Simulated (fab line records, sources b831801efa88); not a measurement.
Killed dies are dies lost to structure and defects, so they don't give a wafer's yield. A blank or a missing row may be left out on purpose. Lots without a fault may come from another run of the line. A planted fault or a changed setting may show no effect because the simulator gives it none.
Split-lot experiment | flow sky130 | 5 lots, 23 wafers read, on a route of 708 steps

THE SPLIT
At SKY_POLY_CUT_COAT_03 (resist thk 450 nm), the setting resist_thk_nm was moved away from the recipe's 450 nm on 6 of the 23 wafers read, by -3.4% to -1.5%. The other wafers ran this setting at the recipe's value.

FROM THE SPLIT TO THE READING: what the file shows between them, 2 steps
- SKY_POLY_CUT_SOFTBAKE_04: time 90 s
- SKY_POLY_CUT_EXPOSE_05: exposes mask NPCM, target cd 270 nm

THE READING
KrF-thick_of_POLY_CUT_COAT_03.thk_nm (the simulator's own value, which no gauge read), in nm, at SKY_POLY_CUT_ETCH_10 (etches BARC in N2/H2, stops on SiO2, time 45.9 s, target depth 60 nm). The file gives no usual value for it. The 17 wafers here that ran the recipe average 407.4 nm, standard deviation 1.4 nm.

wafer  | tool, chamber at the split | resist_thk_nm as run, nm | against the recipe | KrF-thick_of_POLY_CUT_COAT_03.thk_nm, nm | against lot-mates on the recipe
L075.1 | litho_track-02, 0          | 450                      | recipe             | 410.6                                    | -
L075.2 | litho_track-02, 0          | 443.2                    | -1.5%              | 402                                      | -7.2
L075.4 | litho_track-02, 0          | 450                      | recipe             | 409                                      | -
L075.5 | litho_track-02, 0          | 450                      | recipe             | 408.1                                    | -
L075.6 | litho_track-02, 0          | 443.2                    | -1.5%              | 401.9                                    | -7.3
L078.1 | litho_track-02, 0          | 450                      | recipe             | 405.4                                    | -
L078.4 | litho_track-02, 0          | 450                      | recipe             | 405.8                                    | -
L078.6 | litho_track-02, 0          | 450                      | recipe             | 405.8                                    | -
L079.1 | litho_track-02, 0          | 434.7                    | -3.4%              | 391.3                                    | -15.4
L079.3 | litho_track-02, 0          | 450                      | recipe             | 407.2                                    | -
L079.4 | litho_track-02, 0          | 450                      | recipe             | 406.9                                    | -
L079.5 | litho_track-02, 0          | 450                      | recipe             | 406.1                                    | -
L079.6 | litho_track-02, 0          | 434.7                    | -3.4%              | 389.9                                    | -16.8
L084.1 | litho_track-02, 0          | 450                      | recipe             | 407.8                                    | -
L084.3 | litho_track-02, 0          | 450                      | recipe             | 408.4                                    | -
L084.4 | litho_track-02, 0          | 450                      | recipe             | 408.5                                    | -
L084.5 | litho_track-02, 0          | 450                      | recipe             | 407.2                                    | -
L084.6 | litho_track-02, 0          | 450                      | recipe             | 405.4                                    | -
L085.1 | litho_track-03, 0          | 450                      | recipe             | 408.3                                    | -
L085.2 | litho_track-03, 0          | 450                      | recipe             | 407                                      | -
L085.3 | litho_track-03, 0          | 439.8                    | -2.3%              | 398.9                                    | -8.9
L085.4 | litho_track-03, 0          | 439.8                    | -2.3%              | 399.7                                    | -8.1
L085.6 | litho_track-03, 0          | 450                      | recipe             | 408                                      | -

THE FIT
A straight line over all 23 wafers: KrF-thick_of_POLY_CUT_COAT_03.thk_nm changes by +4.46 nm for each +1% of resist_thk_nm; r = +0.96; the points scatter about the line by 1.5 nm.
The same after taking each lot's own level away (the mean of its wafers on the recipe; 23 wafers): +4.49 nm for each +1%; r = +0.98; scatter 0.99 nm.
On that fit, the largest move of resist_thk_nm shifts the reading by 15 nm.
The lots' own levels span 405.67 to 409.23 nm, that is 2.6 times the standard deviation above.
So the lot-to-lot level changes the slope little: the two slopes agree.
Check: with one of the wafers moved furthest among these (-3.4%) left out of the fit, the line predicts -15.2 nm for it against its lot-mates. It came out at -15.4 nm against them.

OTHER SPLITS ON THESE WAFERS
These wafers also went through other splits before the reading. Each is held against what the fit with the lots' levels taken away leaves over:
other split on the same wafers      | wafers away from the commonest value | r with KrF-thick_of_POLY_CUT_COAT_03.thk_nm (lot level and that fit taken away)
SKY_POLY_GATE_ETCH_17 icp_w         | 9                                    | +0.01
SKY_LDD_P_DEVELOP_06 develop_time_s | 8                                    | -0.08
SKY_LDD_P_IMPLANT_09 dose_cm2       | 11                                   | -0.42
SKY_LDD_LDN_COAT_02 resist_thk_nm   | 6                                    | +0.13
SKY_LDD_LDN_IMPLANT_09 energy_kev   | 11                                   | -0.21

THE WHOLE CHAIN: every reading that the file lists as answering this split, in the file's order
step                  | what it does                                                         | reading                                                                               | change (the file's fit)              | r (the file's)
SKY_POLY_CUT_COAT_03  | resist thk 450 nm                                                    | KrF-thick_of_POLY_CUT_COAT_03.thk_nm (the simulator's own value, which no gauge read) | +4.58 nm for each +1% of the setting | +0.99
SKY_POLY_CUT_ETCH_10  | etches BARC in N2/H2, stops on SiO2, time 45.9 s, target depth 60 nm | KrF-thick_of_POLY_CUT_COAT_03.thk_nm (the simulator's own value, which no gauge read) | +4.48 nm for each +1% of the setting | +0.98
SKY_POLY_CUT_STRIP_12 | strips in O2/N2                                                      | strip_time_to_endpoint_s                                                              | withheld for each +1% of the setting | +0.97

THE FILE'S OWN FIT
KrF-thick_of_POLY_CUT_COAT_03.thk_nm changes by +4.48 nm for each +1% of resist_thk_nm, r = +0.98.
